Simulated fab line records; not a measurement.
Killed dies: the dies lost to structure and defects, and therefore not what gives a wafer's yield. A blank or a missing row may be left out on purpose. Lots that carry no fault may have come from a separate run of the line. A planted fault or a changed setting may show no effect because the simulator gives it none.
2 desks, one fault | flow gf180mcu | each desk has only its own numbers; what lay behind them comes last

METROLOGY DESK
What the gauges read, lot by lot, whatever tool the lot ran on: means of the sampled wafers that have a number. The brackets show how far a lot's mean lies from the usual mean; more than 4 standard deviations puts the lot out of limits, marked OUT.
Columns: A = PSD_OVL at GF_PSD_OVL_MEAS_08, usual 1.1 nm; B = PSD_TW at GF_PSD_TW_MEAS_11, usual 3179; C = SALICIDE_TIN_RS at GF_SALICIDE_RS_MEAS_04, usual 16.29 ohm/sq
lot  | first seen here | A    | B    | C
L942 | day 14 01:35    | -1.4 | 3190 | 16.25
L943 | day 14 09:02    | 2.9  | 3188 | 15.83
L945 | day 15 12:22    | 2.9  | 3157 | 16.28
L946 | day 15 15:49    | -0.2 | 3171 | 16.05
L949 | day 17 01:31    | -2.6 | 3163 | 21.90 (+19) OUT
L954 | day 18 13:14    | 0.1  | 3169 | 19.59 (+11) OUT
L957 | day 19 14:49    | 1.4  | 3193 | 16.40
L959 | day 20 03:00    | 2.6  | 3188 | 15.90
L961 | day 20 19:58    | 0.0  | 3185 | 16.35
L962 | day 21 02:28    | 1.8  | 3171 | 16.33
L964 | day 21 22:34    | 2.8  | 3180 | 16.29
L965 | day 22 01:31    | 0.9  | 3177 | 16.26
Per this desk, out of limits: L949, L954; the first was L949, day 18 01:16 (SALICIDE_TIN_RS at GF_SALICIDE_RS_MEAS_04). L942, L943, L945, L946, L957, L959, L961, L962, L964, L965 stayed within limits.

AT THE TOOL OWNER'S DESK: pvd sputter-02
The tool's own readings at GF_SALICIDE_SPUTTER_02 (material Co, target thk 10 nm, time 20 s): means of the sampled wafers that have a number, for each lot that ran on this tool. The brackets show how far a lot's mean lies from the usual mean; more than 4 standard deviations puts the lot out of limits, marked OUT.
Columns: A = cathode dc power W at GF_SALICIDE_SPUTTER_02, usual 999.99 W; B = chamber pressure pa at GF_SALICIDE_SPUTTER_02, usual 0.4001 Pa; C = throttle valve pct at GF_SALICIDE_SPUTTER_02, usual 30.2 %
lot  | first seen here | A       | B      | C
L943 | day 15 07:20    | 1000.00 | 0.4004 | 30.2
L946 | day 16 15:11    | 1000.09 | 0.4003 | 30.2
L949 | day 18 01:12    | 999.75  | 0.4011 | 30.4
L954 | day 19 14:17    | 999.89  | 0.4001 | 30.3
L961 | day 21 20:50    | 1000.09 | 0.4007 | 30.9
L964 | day 22 23:17    | 1000.07 | 0.4002 | 29.6
L965 | day 23 01:28    | 999.89  | 0.4000 | 30.7
Finding of this desk: none of the 7 lots has anything out of limits.

TAKEN TOGETHER
At day 18 01:16 the metrology desk could have sounded an alarm, on L949, L954.
The tool owner's desk saw nothing out of limits.
On record at the tool owner's desk: L949, L954, within its limits.
GF_SALICIDE_SPUTTER_02 was run on pvd sputter-02 by each of the lots named.

WHAT WAS PUT IN BY THE SIMULATOR
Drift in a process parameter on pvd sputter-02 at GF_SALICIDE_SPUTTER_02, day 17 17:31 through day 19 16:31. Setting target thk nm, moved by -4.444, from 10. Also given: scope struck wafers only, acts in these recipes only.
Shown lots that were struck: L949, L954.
Hours from the fault's start to each desk's first reading out of limits: the metrology desk, 8.
